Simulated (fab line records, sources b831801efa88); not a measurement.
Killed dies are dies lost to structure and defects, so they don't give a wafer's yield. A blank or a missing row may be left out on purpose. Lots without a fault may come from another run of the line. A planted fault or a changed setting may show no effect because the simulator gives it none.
A struck lot beside a sound one | flow sky130 | 16 steps out of a route of 708
Sound: wafers L323.1, L323.5, L323.6. Struck: wafer L327.5. (L327.1, L327.6 of the same lot were not struck and are left out.) The cause comes at the end.
At each step with rows: each side's tool, then ch and its chambers, then its first start. Under that, the readings that differ: sound wafers | struck wafers | difference of the means | sigmas: that difference in standard deviations of wafers without a fault.
alike: readings whose means differ by less than 2 such deviations, and words and numbers that are the same on both sides. not compared: withheld readings, readings that some wafer has no value for, bounds like >300 that may hide the same value, and numbers for which the record gives no deviation and whose values overlap.
The two part at a step that has a row with sigmas, a row that says differs or no value, or rows on one side only. Numbers that don't overlap but have no deviation are shown without sigmas and don't part them. A reading that every wafer of one side lacks parts them only if that side has two wafers or more.

first, 1 step without rows for these wafers: SKY_FIELD_ISO_CVD_03 (deposits Si3N4 from DCS/NH3, target thk 165 nm, time 2830 s).
SKY_FIELD_ISO_THK_MEAS_04:
  sound on film_metro-01, day 2 21:57; struck on film_metro-02, day 3 15:29
  reading                   | sound             | struck | difference | sigmas
  FIELD_ISO_CVD_03_THK (nm) | 163.3 165.5 164.3 | 169.5  | +5.1       | +4
then, 8 steps without rows for these wafers: SKY_FIELD_ISO_DEHYDRATE_05 (time 60 s); SKY_FIELD_ISO_HMDS_06 (prime time 60 s); SKY_FIELD_ISO_COAT_07 (resist thk 60 nm); SKY_FIELD_ISO_COAT_08 (resist thk 450 nm); SKY_FIELD_ISO_SOFTBAKE_09 (time 90 s); SKY_FIELD_ISO_EXPOSE_10 (exposes mask FOM, target cd 150 nm); SKY_FIELD_ISO_PEB_11; SKY_FIELD_ISO_DEVELOP_12 (develop time 60 s).
SKY_FIELD_ISO_CD_MEAS_13: target cd 150 nm.
  sound on cd_sem-02, day 3 13:05; struck on cd_sem-01, day 4 07:24
  alike: cd_nm
SKY_FIELD_ISO_ETCH_14: etches BARC in N2/H2, stops on SiO2, time 45.9 s, target depth 60 nm.
  sound on rie_diel-03 ch 0,1,3, day 3 13:13; struck on rie_diel-03 ch 1, day 4 07:31
  alike: drypump_motor_current_A, h2_flow_sccm, oes_product_au, throttle_valve_pct
  not compared: rf_hours_counter_h
SKY_FIELD_ISO_ETCH_15: etches the open film in CHF3/O2, stops on Si, target depth 180 nm, time 72 s.
  sound on rie_diel-03 ch 0,1,3, day 3 13:15; struck on rie_diel-03 ch 1, day 4 07:34
  reading                                          | sound             | struck | difference | sigmas
  oes_product_au (a.u.)                            | 0.936 0.947 0.936 | 0.747  | -0.193     | -29
  throttle_valve_pct (%)                           | 8.834 8.846 8.854 | 8.778  | -0.067     | -7
  model.KrF-thick_of_FIELD_ISO_COAT_08.thk_nm (nm) | 237.5 236.7 234.7 | 295.6  | +59.3      |
  model.etch.depth_nm (nm)                         | 163.3 165.4 164.3 | 109    | -55        |
  alike: drypump_motor_current_A
  not compared: rf_hours_counter_h
SKY_FIELD_ISO_STRIP_16: strips in O2/N2.
  sound on plasma_asher-04 ch 0,1, day 3 13:19; struck on plasma_asher-01 ch 0, day 4 07:37
  reading                      | sound             | struck | difference | sigmas
  oes_product_au (a.u.)        | 0.381 0.379 0.379 | 0.405  | +0.025     | +5
  strip_time_to_endpoint_s (s) | 3.57 3.53 3.51    | 4.16   | +0.62      | +14
  alike: drypump_motor_current_A
  not compared: rf_hours_counter_h
SKY_FIELD_ISO_ETCH_17: etches Si in HBr/Cl2/O2, target depth 342 nm, time 97.7 s.
  sound on rie_si-01 ch 0,3, day 3 13:25; struck on rie_si-02 ch 1, day 4 07:43
  alike: drypump_motor_current_A, oes_product_au, throttle_valve_pct
  not compared: rf_hours_counter_h
then, 1 step without rows for these wafers: SKY_PAD_OPEN_PROBE_99.

WHERE THEY PART
First at SKY_FIELD_ISO_THK_MEAS_04; last, within this record, at SKY_FIELD_ISO_STRIP_16. Later steps at which nothing parts them and some readings are alike: SKY_FIELD_ISO_ETCH_17.

WHY: what the simulator had put in
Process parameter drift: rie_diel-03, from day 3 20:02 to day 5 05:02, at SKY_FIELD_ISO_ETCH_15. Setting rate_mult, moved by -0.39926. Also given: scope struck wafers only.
